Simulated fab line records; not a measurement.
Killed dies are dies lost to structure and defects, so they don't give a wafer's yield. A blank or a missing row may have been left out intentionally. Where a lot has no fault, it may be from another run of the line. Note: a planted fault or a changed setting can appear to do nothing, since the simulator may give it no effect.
Matching of chambers :: flow sky130 :: cmp-01 running SKY_CONTACT_CMP_04: 4 sister chambers
The step polishes SiO2. 4 wafers are shown with their chamber, then 7 later ones without.

== WAFERS, EACH WITH ITS CHAMBER ==
wafer: L925.2
chamber: 1
motor_current_A (A): 12.0

wafer: L925.4
chamber: 2
motor_current_A (A): 10.7

wafer: L926.2
chamber: 3
motor_current_A (A): 11.2

wafer: L926.4
chamber: 0
motor_current_A (A): 11.7

== WAFERS MISSING THEIR CHAMBER ==
wafer: L926.5
motor_current_A (A): 11.9

wafer: L939.1
motor_current_A (A): 11.0

wafer: L939.4
motor_current_A (A): 11.3

wafer: L939.5
motor_current_A (A): 11.7

wafer: L941.2
motor_current_A (A): 11.9

wafer: L941.4
motor_current_A (A): 10.5

wafer: L941.5
motor_current_A (A): 12.6

== EACH ONE'S CHAMBER ==
wafer: L926.5
from the rows above: can't be placed: 1 or 0
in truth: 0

wafer: L939.1
from the rows above: can't be placed: 3 or 2 or 0
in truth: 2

wafer: L939.4
from the rows above: can't be placed: 3 or 0 or 2
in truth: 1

wafer: L939.5
from the rows above: can't be placed: 0 or 1 or 3
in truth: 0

wafer: L941.2
from the rows above: can't be placed: 1 or 0
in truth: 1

wafer: L941.4
from the rows above: can't be placed: 2 or 3
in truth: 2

wafer: L941.5
from the rows above: can't be placed: 1 or 0
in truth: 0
Placed correctly: 0 of 7. Unplaceable from these rows: 7, with the true chamber sitting among the candidates in 6. Number placed wrongly: 0.
How it was worked out, from the rows above alone: a wafer's distance from a chamber is the root of the sum, over the readings, of the square of ((its reading less the chamber's mean) divided by the reading's scatter). If the next closest chamber is less than 2 further off than the closest, the wafer can't be placed; otherwise it belongs to the closest. Each chamber's mean is taken over the wafers shown for it. The scatter: with one shown wafer a chamber, the root of the mean of the squares of how far each hidden wafer lies from its nearest shown one.
